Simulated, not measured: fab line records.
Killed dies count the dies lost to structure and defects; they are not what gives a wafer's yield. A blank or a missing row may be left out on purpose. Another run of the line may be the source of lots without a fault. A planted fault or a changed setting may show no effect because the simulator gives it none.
2 desks, one fault :: flow gf180mcu :: numbers are kept per desk, each desk with only its own; the story behind them comes last

== AT THE METROLOGY DESK ==
What the gauges read, lot by lot, whatever tool the lot ran on: means of the sampled wafers that have a number. The brackets show how far a lot's mean lies from the usual mean; more than 4 standard deviations puts the lot out of limits, marked OUT.
Columns: A = DUAL_GATE_OXIDATION_00_THK at GF_DUAL_GATE_THK_MEAS_03, usual 10.75 nm; B = POLY_GATE_OVL at GF_POLY_GATE_OVL_MEAS_11, usual 0 nm; C = HV_LDD_01_OVL at GF_HV_LDD_OVL_MEAS_20, usual 0.0 nm; D = HV_LDD_2_TW at GF_HV_LDD_TW_MEAS_23, usual 1060
lot: L398
first seen here: day 7 06:26
A: 10.79
B: 2
C: 1.9
D: 1061

lot: L399
first seen here: day 8 06:03
A: 11.07
B: 5
C: 2.8
D: 1039

lot: L400
first seen here: day 8 17:14
A: 10.79
B: -1
C: 0.4
D: 1069

lot: L401
first seen here: day 8 18:50
A: 11.05
B: 0
C: 1.3
D: 1062

lot: L402
first seen here: day 9 06:31
A: 10.95
B: -7
C: 2.0
D: 1074

lot: L403
first seen here: day 9 15:53
A: 10.78
B: 5
C: -0.8
D: 1051

lot: L404
first seen here: day 9 18:41
A: 10.59
B: -5
C: 1.4
D: 1051

lot: L405
first seen here: day 9 20:09
A: 10.77
B: 7
C: -0.6
D: 1040

lot: L406
first seen here: day 10 04:17
A: 10.56
B: -0
C: -0.4
D: 1066

lot: L407
first seen here: day 10 05:43
A: 10.93
B: -2
C: 0.1
D: 1073

lot: L408
first seen here: day 10 21:05
A: 10.28
B: -5
C: -2.1
D: 1072

lot: L409
first seen here: day 11 00:58
A: 10.38
B: -4
C: -1.1
D: 1059

lot: L415
first seen here: day 12 12:05
A: 10.49
B: -7
C: 1.3
D: 1111

lot: L416
first seen here: day 13 00:19
A: 10.28
B: 2
C: -0.4
D: 1111
This desk's finding: nothing out of limits on any of the 14 lots.

== THE TOOL OWNER'S DESK: implanter-01 ==
The tool's own readings at GF_HV_LDD_IMPLANT_21: means of the sampled wafers that have a number, for each lot that ran on this tool. The brackets show how far a lot's mean lies from the usual mean; more than 4 standard deviations puts the lot out of limits, marked OUT.
Columns: A = beam energy keV at GF_HV_LDD_IMPLANT_21, usual 25.001
lot: L398
first seen here: day 10 09:11
A: 25.000

lot: L400
first seen here: day 11 23:26
A: 25.003

lot: L401
first seen here: day 12 01:23
A: 25.005

lot: L405
first seen here: day 13 02:32
A: 25.002

lot: L406
first seen here: day 13 14:53
A: 25.004

lot: L409
first seen here: day 14 17:44
A: 25.005

lot: L415
first seen here: day 16 04:23
A: 32.396 (+99 or more) OUT

lot: L416
first seen here: day 16 18:06
A: 32.391 (+99 or more) OUT
Finding of this desk: L415, L416 out of limits; the first was L415 at day 16 04:23, on beam energy keV at GF_HV_LDD_IMPLANT_21. Within limits: L398, L400, L401, L405, L406, L409.

== BROUGHT TOGETHER ==
On L415, L416, at day 16 04:23, an alarm was possible from the tool owner's desk.
Metrology desk: nothing out of limits seen.
The metrology desk holds a record of L415, L416, inside its limits.
GF_HV_LDD_IMPLANT_21 was run on implanter-01 by each of the lots named.

== WHAT WAS PUT IN BY THE SIMULATOR ==
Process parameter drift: implanter-01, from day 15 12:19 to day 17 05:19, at GF_HV_LDD_IMPLANT_21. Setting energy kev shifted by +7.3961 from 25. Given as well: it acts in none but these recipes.
Shown lots that were struck: L415, L416.
Hours from the fault's start to each desk's first reading out of limits: the tool owner's desk, 16.
